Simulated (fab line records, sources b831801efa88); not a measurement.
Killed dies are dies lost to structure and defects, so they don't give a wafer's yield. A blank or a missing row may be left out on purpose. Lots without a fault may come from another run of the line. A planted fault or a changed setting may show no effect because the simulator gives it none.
A struck lot beside a sound one | flow sky130 | 32 steps out of a route of 708
Sound: wafers L827.1, L827.2, L827.3. Struck: wafers L831.1, L831.2, L831.3. The cause comes at the end.
At each step with rows: each side's tool, then ch and its chambers, then its first start. Under that, the readings that differ: sound wafers | struck wafers | difference of the means | sigmas: that difference in standard deviations of wafers without a fault.
alike: readings whose means differ by less than 2 such deviations, and words and numbers that are the same on both sides. not compared: withheld readings, readings that some wafer has no value for, bounds like >300 that may hide the same value, and numbers for which the record gives no deviation and whose values overlap.
The two part at a step that has a row with sigmas, a row that says differs or no value, or rows on one side only. Numbers that don't overlap but have no deviation are shown without sigmas and don't part them. A reading that every wafer of one side lacks parts them only if that side has two wafers or more.

SKY_FIELD_ISO_BOW_MEAS_00:
  sound on film_metro-01, day 1 15:00; struck on film_metro-03, day 2 11:00
  alike: INCOMING_BOW
SKY_FIELD_ISO_OXIDATION_01: stabilise 600 s, purge 300 s, target thk 12 nm.
  sound on furnace-02 ch 0, day 1 17:43; struck on furnace-01 ch 0, day 2 13:53
  reading       | sound             | struck            | difference | sigmas
  ox_temp_c_max | 902.4 903.1 903.8 | 905.7 905.6 905.6 | +2.5       | +3
  alike: spike_tc_top_C, zone_power_centre_pct
SKY_FIELD_ISO_THK_MEAS_02:
  sound on film_metro-04, day 1 19:13; struck on film_metro-01, day 2 15:37
  reading                         | sound             | struck            | difference | sigmas
  FIELD_ISO_OXIDATION_00_THK (nm) | 11.97 11.92 12.11 | 18.87 18.91 18.75 | +6.84      | +31
then, 1 step without rows for these wafers: SKY_FIELD_ISO_CVD_03 (deposits Si3N4 from DCS/NH3, target thk 165 nm, time 2830 s).
SKY_FIELD_ISO_THK_MEAS_04:
  sound on film_metro-01, day 1 21:43; struck on film_metro-03, day 3 03:29
  alike: FIELD_ISO_CVD_03_THK
then, 4 steps without rows for these wafers: SKY_FIELD_ISO_DEHYDRATE_05 (time 60 s); SKY_FIELD_ISO_HMDS_06 (prime time 60 s); SKY_FIELD_ISO_COAT_07 (resist thk 60 nm); SKY_FIELD_ISO_COAT_08 (resist thk 450 nm).
SKY_FIELD_ISO_SOFTBAKE_09: time 94.25 s.
  sound on litho_track-01 ch 0; struck on litho_track-04 ch 0
  alike: plate_sensor_t_centre_C, plate_sensor_t_edge_C, softbake_temp_c
then, 3 steps without rows for these wafers: SKY_FIELD_ISO_EXPOSE_10 (exposes mask FOM, target cd 150 nm); SKY_FIELD_ISO_PEB_11; SKY_FIELD_ISO_DEVELOP_12 (develop time 60 s).
SKY_FIELD_ISO_CD_MEAS_13: target cd 150 nm.
  sound on cd_sem-02, day 2 12:41; struck on cd_sem-02, day 3 07:57
  alike: cd_nm
SKY_FIELD_ISO_ETCH_14: etches BARC in N2/H2, stops on SiO2, time 44.48 s, target depth 60 nm.
  sound on rie_diel-01 ch 1,2,3, day 2 12:48; struck on rie_diel-03 ch 0,2,3, day 3 08:04
  alike: bias_w, drypump_motor_current_A, oes_product_au, throttle_valve_pct
  not compared: rf_hours_counter_h
SKY_FIELD_ISO_ETCH_15: etches the open film in CHF3/O2, stops on Si, target depth 180 nm, time 72 s.
  sound on rie_diel-01 ch 1,2,3, day 2 12:50; struck on rie_diel-03 ch 0,2,3, day 3 08:07
  alike: bias_w, drypump_motor_current_A, oes_product_au, throttle_valve_pct
  not compared: rf_hours_counter_h
then, 1 step without rows for these wafers: SKY_FIELD_ISO_STRIP_16 (strips in O2/N2).
SKY_FIELD_ISO_ETCH_17: etches Si in HBr/Cl2/O2, target depth 342 nm, time 97.7 s.
  sound on rie_si-02 ch 0,1,2, day 2 13:00; struck on rie_si-01 ch 0,1,3, day 3 08:16
  reading                | sound | struck      | difference | sigmas
  rf_hours_counter_h (h) | 3 7 1 | 109 143 138 | +126       |
  alike: bias_w, drypump_motor_current_A, oes_product_au, throttle_valve_pct
then, 5 steps without rows for these wafers: SKY_FIELD_ISO_WET_ETCH_18 (etches Si3N4 in H3PO4, target depth 25 nm, time 286 s); SKY_FIELD_ISO_CLEAN_19 (cleans in SC1/SC2, time 150 s); SKY_FIELD_ISO_CLEAN_20 (cleans in dHF, time 20 s); SKY_FIELD_ISO_WET_ETCH_21 (etches SiO2 in dHF, target depth 20 nm, time 400 s); SKY_FIELD_ISO_OXIDATION_22 (stabilise 600 s, purge 300 s, target thk 10 nm).
SKY_FIELD_ISO_THK_MEAS_23:
  sound on film_metro-01, day 2 15:04; struck on film_metro-01, day 3 10:19
  alike: FIELD_ISO_OXIDATION_01_THK
then, 1 step without rows for these wafers: SKY_FIELD_ISO_CVD_24 (deposits SiO2, target thk 595 nm, time 99.2 s).
SKY_FIELD_ISO_THK_MEAS_25:
  sound on film_metro-01, day 2 15:11; struck on film_metro-04, day 3 10:27
  alike: FIELD_ISO_CVD_24_THK
then, 1 step without rows for these wafers: SKY_FIELD_ISO_ANNEAL_26 (time 1800 s).
SKY_FIELD_ISO_CMP_27: polishes, stops on Si3N4, t overpolish 16 s, target thk 457.8 nm.
  sound on cmp-01 ch 0,1,3, day 2 16:48; struck on cmp-02 ch 0,1,2, day 3 13:13
  alike: motor_current_A, overpolish_run_s, time_to_endpoint_s
then, 1 step without rows for these wafers: SKY_FIELD_ISO_WET_ETCH_28 (etches SiO2 in dHF, target depth 23.7 nm, time 47 s).
SKY_FIELD_ISO_WET_ETCH_29: etches Si3N4 in H3PO4, target depth 160 nm, time 1825 s.
  sound on wet_bench-03 ch 1, day 2 17:04; struck on wet_bench-03 ch 3, day 3 13:32
  reading                                          | sound             | struck            | difference | sigmas
  model.SiO2_of_FIELD_ISO_OXIDATION_01.thk_nm (nm) | 11.61 11.62 11.79 | 18.58 18.57 18.43 | +6.85      |
then, 1 step without rows for these wafers: SKY_FIELD_ISO_WET_ETCH_30 (etches SiO2 in dHF, target depth 25 nm, time 50 s).
-- the record jumps here: 44 days lie between the struck wafers' starts before and after (it left off in module FIELD_ISO and takes up again in module PAD_OPEN, whose first step shown is number 708 of the route) --
SKY_PAD_OPEN_PROBE_99:
  sound on prober-01, day 46 08:49; struck on prober-02, day 47 13:14
  reading                                          | sound                | struck               | difference | sigmas
  model.etest.sram_nfet_pass.off_log10_a_um        | -12.59 -12.76 -12.36 | -12.98 -13.05 -12.85 | -0.39      |
  model.etest.diode_ndiff_fingers.leak_log10_a_cm2 | -6.69 -6.569 -6.816  | -7.247 -6.932 -7.049 | -0.384     |
  model.etest.diode_pdiff_fingers.leak_log10_a_cm2 | -6.237 -6.686 -6.6   | -6.878 -6.746 -6.824 | -0.308     |
  model.etest.sram_nfet_pass.vt_sat_v (V)          | 0.5734 0.584 0.5419  | 0.5933 0.6042 0.5927 | +0.0303    |
  model.etest.sram_nfet_pass.vt_v (V)              | 0.6756 0.688 0.645   | 0.6893 0.7078 0.691  | +0.0265    |
  alike: killed_at_M0_to_M3, killed_at_M4_up, killed_at_contacts, killed_at_front_end, killed_at_other, killed_dies, killed_open, killed_short
  not compared: model.etest.field_n.vt_v

WHERE THEY PART
First at SKY_FIELD_ISO_OXIDATION_01; last, within this record, at SKY_FIELD_ISO_THK_MEAS_02. Later steps at which nothing parts them and some readings are alike: SKY_FIELD_ISO_THK_MEAS_04, SKY_FIELD_ISO_SOFTBAKE_09, SKY_FIELD_ISO_CD_MEAS_13, SKY_FIELD_ISO_ETCH_14, SKY_FIELD_ISO_ETCH_15, SKY_FIELD_ISO_ETCH_17, SKY_FIELD_ISO_THK_MEAS_23, SKY_FIELD_ISO_THK_MEAS_25, SKY_FIELD_ISO_CMP_27, SKY_PAD_OPEN_PROBE_99.

WHY: what the simulator had put in
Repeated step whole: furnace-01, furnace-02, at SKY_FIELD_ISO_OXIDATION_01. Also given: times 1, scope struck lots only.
